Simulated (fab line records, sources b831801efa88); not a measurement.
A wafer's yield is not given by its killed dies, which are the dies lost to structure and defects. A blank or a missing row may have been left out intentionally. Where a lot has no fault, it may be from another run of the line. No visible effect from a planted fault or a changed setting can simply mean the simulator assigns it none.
Which tool is to blame? || flow sky130 || 39 wafers from 13 lots sampled at 4 of the route's 708 steps

## WHAT THE GAUGES SHOWED, per wafer
SKY_PAD_OPEN_BOW_MEAS_13. Usual: PAD_OPEN_BOW 44 um, standard deviation 9.6.
{"lot": "L798", "measured": "day 46 00:47", "on": "film metro-03", "PAD_OPEN_BOW (um)": "46 28 31", "flag": ""}
{"lot": "L799", "measured": "day 46 03:19", "on": "film metro-03", "PAD_OPEN_BOW (um)": "44 42 36", "flag": ""}
{"lot": "L800", "measured": "day 46 05:53", "on": "film metro-04", "PAD_OPEN_BOW (um)": "48 40 43", "flag": ""}
{"lot": "L801", "measured": "day 46 13:47", "on": "film metro-02", "PAD_OPEN_BOW (um)": "40 42 53", "flag": ""}
{"lot": "L802", "measured": "day 46 16:42", "on": "film metro-03", "PAD_OPEN_BOW (um)": "51 48 48", "flag": ""}
{"lot": "L804", "measured": "day 47 05:47", "on": "film metro-03", "PAD_OPEN_BOW (um)": "47 50 46", "flag": ""}
{"lot": "L805", "measured": "day 47 17:10", "on": "film metro-02", "PAD_OPEN_BOW (um)": "21 38 30", "flag": ""}
{"lot": "L806", "measured": "day 47 23:02", "on": "film metro-03", "PAD_OPEN_BOW (um)": "42 49 28", "flag": ""}
{"lot": "L809", "measured": "day 49 07:02", "on": "film metro-04", "PAD_OPEN_BOW (um)": "46 30 40", "flag": ""}
{"lot": "L812", "measured": "day 49 18:19", "on": "film metro-02", "PAD_OPEN_BOW (um)": "59 48 37", "flag": ""}
{"lot": "L811", "measured": "day 49 20:47", "on": "film metro-04", "PAD_OPEN_BOW (um)": "60 45 48", "flag": ""}
{"lot": "L815", "measured": "day 50 05:41", "on": "film metro-03", "PAD_OPEN_BOW (um)": "47 60 53", "flag": ""}
{"lot": "L821", "measured": "day 51 07:20", "on": "film metro-04", "PAD_OPEN_BOW (um)": "48 45 47", "flag": ""}

## WHAT TOOL EACH LOT RAN ON (gives the tool, then ch and the chambers of the sampled wafers, and finally the start)
{"lot": "L798", "SKY_VIA3_SPUTTER_20": "pvd sputter-01, day 39 23:44", "SKY_METAL4_SPUTTER_02": "pvd sputter-01, day 40 00:26", "SKY_VIA4_CVD_18": "cvd w-01 ch 0,1, day 43 02:54"}
{"lot": "L799", "SKY_VIA3_SPUTTER_20": "pvd sputter-02, day 40 00:06", "SKY_METAL4_SPUTTER_02": "pvd sputter-03, day 40 00:49", "SKY_VIA4_CVD_18": "cvd w-02 ch 0,1, day 43 04:00"}
{"lot": "L800", "SKY_VIA3_SPUTTER_20": "pvd sputter-01, day 40 03:46", "SKY_METAL4_SPUTTER_02": "pvd sputter-02, day 40 04:28", "SKY_VIA4_CVD_18": "cvd w-01 ch 0,1, day 43 07:37"}
{"lot": "L801", "SKY_VIA3_SPUTTER_20": "pvd sputter-01, day 40 11:42", "SKY_METAL4_SPUTTER_02": "pvd sputter-02, day 40 12:25", "SKY_VIA4_CVD_18": "cvd w-02 ch 0,1, day 43 15:11"}
{"lot": "L802", "SKY_VIA3_SPUTTER_20": "pvd sputter-04, day 40 17:50", "SKY_METAL4_SPUTTER_02": "pvd sputter-03, day 40 18:33", "SKY_VIA4_CVD_18": "cvd w-02 ch 0,1, day 43 21:44"}
{"lot": "L804", "SKY_VIA3_SPUTTER_20": "pvd sputter-04, day 41 09:07", "SKY_METAL4_SPUTTER_02": "pvd sputter-02, day 41 09:50", "SKY_VIA4_CVD_18": "cvd w-01 ch 0,1, day 44 10:35"}
{"lot": "L805", "SKY_VIA3_SPUTTER_20": "pvd sputter-02, day 41 23:50", "SKY_METAL4_SPUTTER_02": "pvd sputter-01, day 42 00:34", "SKY_VIA4_CVD_18": "cvd w-01 ch 0,1, day 45 00:02"}
{"lot": "L806", "SKY_VIA3_SPUTTER_20": "pvd sputter-02, day 42 05:43", "SKY_METAL4_SPUTTER_02": "pvd sputter-03, day 42 06:26", "SKY_VIA4_CVD_18": "cvd w-01 ch 0,1, day 45 06:32"}
{"lot": "L809", "SKY_VIA3_SPUTTER_20": "pvd sputter-01, day 43 21:48", "SKY_METAL4_SPUTTER_02": "pvd sputter-03, day 43 22:31", "SKY_VIA4_CVD_18": "cvd w-01 ch 1, day 46 18:02"}
{"lot": "L812", "SKY_VIA3_SPUTTER_20": "pvd sputter-01, day 44 11:24", "SKY_METAL4_SPUTTER_02": "pvd sputter-02, day 44 12:07", "SKY_VIA4_CVD_18": "cvd w-01 ch 0,1, day 47 06:06"}
{"lot": "L811", "SKY_VIA3_SPUTTER_20": "pvd sputter-04, day 44 12:42", "SKY_METAL4_SPUTTER_02": "pvd sputter-02, day 44 13:25", "SKY_VIA4_CVD_18": "cvd w-02 ch 0,1, day 47 07:37"}
{"lot": "L815", "SKY_VIA3_SPUTTER_20": "pvd sputter-01, day 45 01:32", "SKY_METAL4_SPUTTER_02": "pvd sputter-02, day 45 02:37", "SKY_VIA4_CVD_18": "cvd w-02 ch 0,1, day 47 18:41"}
{"lot": "L821", "SKY_VIA3_SPUTTER_20": "pvd sputter-02, day 46 10:33", "SKY_METAL4_SPUTTER_02": "pvd sputter-01, day 46 11:16", "SKY_VIA4_CVD_18": "cvd w-02 ch 0,1, day 49 00:48"}
- SKY_VIA3_SPUTTER_20: material TiN, target thk 20 nm, time 80 s.
- SKY_METAL4_SPUTTER_02: material AlCu, target thk 735 nm, time 39.1 s.
- SKY_VIA4_CVD_18: deposits W, target thk 505 nm, time 152.14 s.

## WHAT THE TOOLS THEMSELVES READ (means of the sampled wafers that have a number; where no wafer has one, the mark that the record gives instead)
SKY_VIA3_SPUTTER_20. Usual: throttle valve pct at 29.3 %, with a standard deviation of 1.1.
{"lot": "L798", "tool": "pvd sputter-01", "throttle valve pct (%)": 29.1, "flag": ""}
{"lot": "L799", "tool": "pvd sputter-02", "throttle valve pct (%)": 30.1, "flag": ""}
{"lot": "L800", "tool": "pvd sputter-01", "throttle valve pct (%)": 29.1, "flag": ""}
{"lot": "L801", "tool": "pvd sputter-01", "throttle valve pct (%)": 29.3, "flag": ""}
{"lot": "L802", "tool": "pvd sputter-04", "throttle valve pct (%)": 29.7, "flag": ""}
{"lot": "L804", "tool": "pvd sputter-04", "throttle valve pct (%)": 29.4, "flag": ""}
{"lot": "L805", "tool": "pvd sputter-02", "throttle valve pct (%)": 29.0, "flag": ""}
{"lot": "L806", "tool": "pvd sputter-02", "throttle valve pct (%)": 30.1, "flag": ""}
{"lot": "L809", "tool": "pvd sputter-01", "throttle valve pct (%)": 28.8, "flag": ""}
{"lot": "L812", "tool": "pvd sputter-01", "throttle valve pct (%)": 28.5, "flag": ""}
{"lot": "L811", "tool": "pvd sputter-04", "throttle valve pct (%)": 29.6, "flag": ""}
{"lot": "L815", "tool": "pvd sputter-01", "throttle valve pct (%)": 29.1, "flag": ""}
{"lot": "L821", "tool": "pvd sputter-02", "throttle valve pct (%)": 29.3, "flag": ""}

SKY_METAL4_SPUTTER_02. Usual: throttle valve pct at 29.7 %, with a standard deviation of 1.1.
{"lot": "L798", "tool": "pvd sputter-01", "throttle valve pct (%)": 28.5, "flag": ""}
{"lot": "L799", "tool": "pvd sputter-03", "throttle valve pct (%)": 30.2, "flag": ""}
{"lot": "L800", "tool": "pvd sputter-02", "throttle valve pct (%)": 29.1, "flag": ""}
{"lot": "L801", "tool": "pvd sputter-02", "throttle valve pct (%)": 29.7, "flag": ""}
{"lot": "L802", "tool": "pvd sputter-03", "throttle valve pct (%)": 30.1, "flag": ""}
{"lot": "L804", "tool": "pvd sputter-02", "throttle valve pct (%)": 29.2, "flag": ""}
{"lot": "L805", "tool": "pvd sputter-01", "throttle valve pct (%)": 28.8, "flag": ""}
{"lot": "L806", "tool": "pvd sputter-03", "throttle valve pct (%)": 29.7, "flag": ""}
{"lot": "L809", "tool": "pvd sputter-03", "throttle valve pct (%)": 30.1, "flag": ""}
{"lot": "L812", "tool": "pvd sputter-02", "throttle valve pct (%)": 30.1, "flag": ""}
{"lot": "L811", "tool": "pvd sputter-02", "throttle valve pct (%)": 31.1, "flag": ""}
{"lot": "L815", "tool": "pvd sputter-02", "throttle valve pct (%)": 31.0, "flag": ""}
{"lot": "L821", "tool": "pvd sputter-01", "throttle valve pct (%)": 28.9, "flag": ""}

SKY_VIA4_CVD_18. Usual: heater power w at 833 W, with a standard deviation of 33.
{"lot": "L798", "tool": "cvd w-01", "heater power w (W)": 844, "flag": ""}
{"lot": "L799", "tool": "cvd w-02", "heater power w (W)": 818, "flag": ""}
{"lot": "L800", "tool": "cvd w-01", "heater power w (W)": 863, "flag": ""}
{"lot": "L801", "tool": "cvd w-02", "heater power w (W)": 817, "flag": ""}
{"lot": "L802", "tool": "cvd w-02", "heater power w (W)": 799, "flag": ""}
{"lot": "L804", "tool": "cvd w-01", "heater power w (W)": 853, "flag": ""}
{"lot": "L805", "tool": "cvd w-01", "heater power w (W)": 845, "flag": ""}
{"lot": "L806", "tool": "cvd w-01", "heater power w (W)": 867, "flag": ""}
{"lot": "L809", "tool": "cvd w-01", "heater power w (W)": 858, "flag": ""}
{"lot": "L812", "tool": "cvd w-01", "heater power w (W)": 858, "flag": ""}
{"lot": "L811", "tool": "cvd w-02", "heater power w (W)": 796, "flag": ""}
{"lot": "L815", "tool": "cvd w-02", "heater power w (W)": 809, "flag": ""}
{"lot": "L821", "tool": "cvd w-02", "heater power w (W)": 837, "flag": ""}

## THE ANSWER, worked out from the rows above alone
Rule: take the mean of a lot's wafers that have a number; if it is more than 3 standard deviations from the usual mean, the lot is off. Also off: a lot with no number at a reading for which 4 or more lots have one. All remaining lots with rows at the step are treated as sound. Order of review: gauges by route order, followed by the tools' own readings, for which a lot's mean as printed above is used. The first step at which some lot is off is used, and at that step the reading that is off furthest; a lot without a number counts as furthest.
No lot is off on any of the readings shown, so nothing can be concluded from this.

## WHAT HAD BEEN PUT IN BY THE SIMULATOR
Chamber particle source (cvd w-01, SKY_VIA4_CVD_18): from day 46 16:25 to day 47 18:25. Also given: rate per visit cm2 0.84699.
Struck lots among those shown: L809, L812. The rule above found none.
